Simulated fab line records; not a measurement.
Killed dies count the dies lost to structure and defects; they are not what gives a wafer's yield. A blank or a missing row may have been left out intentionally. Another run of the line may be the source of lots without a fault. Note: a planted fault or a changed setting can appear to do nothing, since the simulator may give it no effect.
Struck lot and sound lot, side by side / flow gf180mcu / 23 steps out of a route of 602
Sound: these wafers, L143.4, L143.5, L143.6. Wafers struck: L146.3, L146.4, L146.6. Last of all comes the cause.
Each step with rows lists, per side, the tool, then ch with its chambers, then its first start. Under that, the readings that differ: sound wafers / struck wafers / difference of the means / sigmas: that difference in standard deviations of wafers without a fault.
alike: readings whose means differ by less than 2 such deviations, and words and numbers that are the same on both sides. not compared: withheld readings, readings that some wafer has no value for, bounds like >300 that may hide the same value, and numbers for which the record gives no deviation and whose values overlap.
Wherever a step has rows on one side only, a row that says differs or no value, or a row with sigmas, the two part there. Numbers that have no deviation but don't overlap get no sigmas and don't part them. Lack of a reading on every wafer of one side parts them only where that side has two or more wafers.

first, 5 steps without rows for these wafers: GF_MVSD_COAT_02 (resist thk 3000 nm); GF_MVSD_SOFTBAKE_03; GF_MVSD_EXPOSE_04 (exposes mask MVSD, target cd 1000 nm); GF_MVSD_PEB_05; GF_MVSD_DEVELOP_06 (develop time 60 s).
GF_MVSD_OVL_MEAS_07:
  sound: overlay-02 at day 6 02:43; struck: overlay-02 at day 6 20:31
  alike: MVSD_OVL
then, 2 steps without rows for these wafers: GF_MVSD_IMPLANT_08; GF_MVSD_IMPLANT_09.
GF_MVSD_STRIP_10: strips in O2/N2.
  sound on plasma_asher-02 ch 0,1, day 6 03:04; struck on plasma_asher-04 ch 0,1, day 6 20:52
  alike: drypump_motor_current_A, heater_power_w, o2_flow_sccm, oes_product_au, strip_time_to_endpoint_s
  not compared: rf_hours_counter_h
GF_MVSD_TW_MEAS_11:
  sound: film_metro-03 at day 6 03:10; struck: film_metro-01 at day 6 20:58
  alike: MVSD_TW
then, 2 steps without rows for these wafers: GF_MVPSD_DEHYDRATE_00 (time 60 s); GF_MVPSD_HMDS_01 (prime time 60 s).
GF_MVPSD_COAT_02: resist thk 3000 nm.
  sound on litho_track-02 ch 0, day 6 10:23; struck on litho_track-04 ch 0, day 7 04:26
reading=model.coat_of_MVPSD_COAT_02.thk_nm (nm); sound=3017 3009 3006; struck=1452 1450 1454; difference=-1559; sigmas=
  alike: chill_plate_temp_C
then, 3 steps without rows for these wafers: GF_MVPSD_SOFTBAKE_03; GF_MVPSD_EXPOSE_04 (exposes mask MVPSD, target cd 1000 nm); GF_MVPSD_PEB_05.
GF_MVPSD_DEVELOP_06: develop time 60 s.
  sound on litho_track-02 ch 0; struck on litho_track-04 ch 0
reading=model.coat_of_MVPSD_COAT_02.thk_nm (nm); sound=3015 3008 3004; struck=1451 1449 1453; difference=-1558; sigmas=
  alike: chill_plate_temp_C
GF_MVPSD_OVL_MEAS_07:
  sound: overlay-02 at day 6 18:46; struck: overlay-02 at day 7 13:02
  alike: MVPSD_OVL
then, 2 steps without rows for these wafers: GF_MVPSD_IMPLANT_08; GF_MVPSD_IMPLANT_09.
GF_MVPSD_STRIP_10: strips in O2/N2.
  sound on plasma_asher-03 ch 0,1, day 6 19:07; struck on plasma_asher-03 ch 0,1, day 7 13:24
reading=strip_time_to_endpoint_s (s); sound=37.13 37.06 37.02; struck=18.90 18.88 18.91; difference=-18.17; sigmas=-99 or more
  alike: drypump_motor_current_A, heater_power_w, o2_flow_sccm, oes_product_au
  not compared: rf_hours_counter_h
GF_MVPSD_TW_MEAS_11:
  sound: film_metro-01 at day 6 19:14; struck: film_metro-03 at day 7 13:29
reading=MVPSD_TW; sound=549 547 549; struck=557 558 559; difference=+10; sigmas=+3
-- the record jumps here: 24 days lie between the struck wafers' starts before and after (it left off in module MVPSD and takes up again in module PASSIVATION, whose first step shown is number 602 of the route) --
GF_PASSIVATION_PROBE_99:
  sound: prober-02 at day 31 03:46; struck: prober-02 at day 31 23:10
reading=model.etest.ldpmos_10p0.r_on_ohm_um; sound=1.131e+04 1.134e+04 1.116e+04; struck=1.083e+04 1.076e+04 1.075e+04; difference=-4.900e+02; sigmas=
reading=model.etest.ldpmos_10p0.drive_ua_um; sound=258.6 257.5 260.9; struck=268.5 274.1 273.1; difference=+12.9; sigmas=

== WHERE THEY PART ==
First at GF_MVPSD_STRIP_10; last, within this record, at GF_MVPSD_TW_MEAS_11.

WHY: the cause the simulator had injected
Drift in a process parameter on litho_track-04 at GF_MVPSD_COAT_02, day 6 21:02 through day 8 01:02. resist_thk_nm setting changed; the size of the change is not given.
